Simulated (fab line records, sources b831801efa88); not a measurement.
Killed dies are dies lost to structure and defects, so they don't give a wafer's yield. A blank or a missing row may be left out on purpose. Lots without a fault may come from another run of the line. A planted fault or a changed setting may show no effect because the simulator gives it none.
One fault seen from 2 desks | flow gf180mcu | each desk has only its own numbers; what lay behind them comes last

THE METROLOGY DESK
What the gauges read, lot by lot, whatever tool the lot ran on: means of the sampled wafers that have a number. A lot is out of limits, marked OUT, if its mean lies more than 4 standard deviations from the usual mean; the brackets give that distance.
Columns: A = CONTACT_W_RS at GF_CONTACT_RS_MEAS_25, usual 0.384 ohm/sq; B = CONTACT_W_THK at GF_CONTACT_THK_MEAS_26, usual 301 nm
lot  | first seen here | A                | B
L773 | day 16 02:02    | 0.387            | 297
L777 | day 17 14:41    | 0.385            | 303
L778 | day 18 02:19    | 0.387            | 299
L779 | day 18 12:55    | 0.387            | 299
L784 | day 20 04:55    | 0.364 (-5.3) OUT | 321 (+6.1) OUT
L785 | day 20 23:47    | 0.360 (-6.5) OUT | 324 (+7.3) OUT
L787 | day 21 10:27    | 0.360 (-6.6) OUT | 323 (+7.0) OUT
L794 | day 23 16:08    | 0.384            | 302
L795 | day 23 22:23    | 0.384            | 302
L796 | day 24 04:34    | 0.376            | 307
This desk's finding: out of limits on L784, L785, L787; first on L784, day 20 04:55 (CONTACT_W_RS at GF_CONTACT_RS_MEAS_25). In limits: L773, L777, L778, L779, L794, L795, L796.

THE TOOL OWNER'S DESK: cvd_w-02
The tool's own readings at GF_CONTACT_CVD_24 (deposits W, target thk 300 nm, time 90.339 s): means of the sampled wafers that have a number, for each lot that ran on this tool. A lot is out of limits, marked OUT, if its mean lies more than 4 standard deviations from the usual mean; the brackets give that distance.
Columns: A = heater_power_outer_w at GF_CONTACT_CVD_24, usual 504 W; B = heater_power_w at GF_CONTACT_CVD_24, usual 828 W; C = susceptor_temp_C at GF_CONTACT_CVD_24, usual 400.00 C
lot  | first seen here | A   | B   | C
L773 | day 16 01:56    | 500 | 832 | 399.86
L777 | day 17 14:35    | 474 | 817 | 399.92
L778 | day 18 02:11    | 543 | 856 | 399.85
L784 | day 20 04:49    | 500 | 845 | 399.81
L785 | day 20 23:41    | 500 | 857 | 400.08
L787 | day 21 10:20    | 545 | 853 | 400.01
L794 | day 23 16:01    | 541 | 864 | 399.98
L796 | day 24 04:27    | 476 | 828 | 400.08
This desk's finding: nothing out of limits on any of the 8 lots.

PUT TOGETHER
The metrology desk could have raised an alarm at day 20 04:55, on L784, L785, L787.
The tool owner's desk saw nothing out of limits.
The tool owner's desk has L784, L785, L787 on record, within its limits.
Of the lots named, all ran GF_CONTACT_CVD_24 on cvd_w-02.

WHAT THE SIMULATOR HAD PUT IN
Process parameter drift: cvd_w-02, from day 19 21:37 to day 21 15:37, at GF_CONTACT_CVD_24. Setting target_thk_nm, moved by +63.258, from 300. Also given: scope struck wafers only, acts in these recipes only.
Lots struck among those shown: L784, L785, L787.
Hours from the fault's start to each desk's first reading out of limits: the metrology desk, 7.
